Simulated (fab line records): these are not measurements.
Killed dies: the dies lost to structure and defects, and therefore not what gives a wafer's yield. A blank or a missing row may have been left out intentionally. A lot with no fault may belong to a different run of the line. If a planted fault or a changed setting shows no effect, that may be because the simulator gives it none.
A struck lot beside a sound one :: flow sky130 :: 15 out of 708 route steps
Sound: wafers L129.2, L129.3, L129.6. The struck wafers were L126.2, L126.4, L126.5. The cause is given at the end.
Per side, at each step with rows, come the tool, then ch with its chambers, and then its first start. Under that, the readings that differ: sound wafers :: struck wafers :: difference of the means :: sigmas: that difference in standard deviations of wafers without a fault.
alike: words and numbers the same on both sides, and readings whose means are apart by under 2 such deviations; not compared: readings that were withheld, readings missing a value for some wafer, numbers with overlapping values and no deviation given by the record, and bounds like >300 which may hide the same value.
The two part at a step that has a row with sigmas, a row that says differs or no value, or rows on one side only. Numbers that have no deviation but don't overlap get no sigmas and don't part them. A reading missing from all wafers of one side parts the sides only when that side holds two or more wafers.

first, 6 steps without rows for these wafers: SKY_LDD_N_HMDS_01 (prime time 60 s); SKY_LDD_N_COAT_02 (resist thk 300 nm); SKY_LDD_N_SOFTBAKE_03 (time 60 s); SKY_LDD_N_EXPOSE_04 (exposes mask NTM, target cd 840 nm); SKY_LDD_N_PEB_05; SKY_LDD_N_DEVELOP_06 (develop time 60 s).
SKY_LDD_N_OVL_MEAS_07:
  sound: overlay-02 at day 24 11:01; struck: overlay-02 at day 23 17:40
  alike: LDD_N_OVL
then, 5 steps without rows for these wafers: SKY_LDD_N_IMPLANT_08; SKY_LDD_N_IMPLANT_09; SKY_LDD_N_IMPLANT_10; SKY_LDD_N_IMPLANT_11; SKY_LDD_N_IMPLANT_12.
SKY_LDD_N_IMPLANT_13:
  sound on implanter-01 ch 0, day 24 11:50; struck on implanter-02 ch 0, day 23 18:29
reading: tilt-deg (degrees)
sound: 30.005 29.992 29.999
struck: -0.011 0.002 -0.023
difference: -30.009
sigmas: -99 or more
following that, these wafers have no rows for 1 step: SKY_LDD_N_IMPLANT_14.
-- a jump in the record: the struck wafers' starts before and after are 26 days apart (it breaks off in module LDD_N and resumes in module PAD_OPEN, where the first step shown is number 708 of the route) --
SKY_PAD_OPEN_PROBE_99:
  sound: prober-02 at day 50 09:06; struck: prober-01 at day 50 00:41
reading: model.etest.nfet_01v8_turned.vt-sat-v (V)
sound: 0.6486 0.6482 0.6561
struck: 0.6718 0.6678 0.6759
difference: +0.0209
sigmas: 
  alike: killed_at_M0_to_M3, killed_at_M4_up, killed-at-contacts, killed-at-front-end, killed-at-other, killed-dies, killed-open, killed-short

== WHERE THEY PART ==
SKY_LDD_N_IMPLANT_13 only, going by this record. Later steps at which nothing parts them and some readings are alike: SKY_PAD_OPEN_PROBE_99.

WHY: what had been put in by the simulator
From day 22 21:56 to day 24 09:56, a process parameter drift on implanter-02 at SKY_LDD_N_IMPLANT_13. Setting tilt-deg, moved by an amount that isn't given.
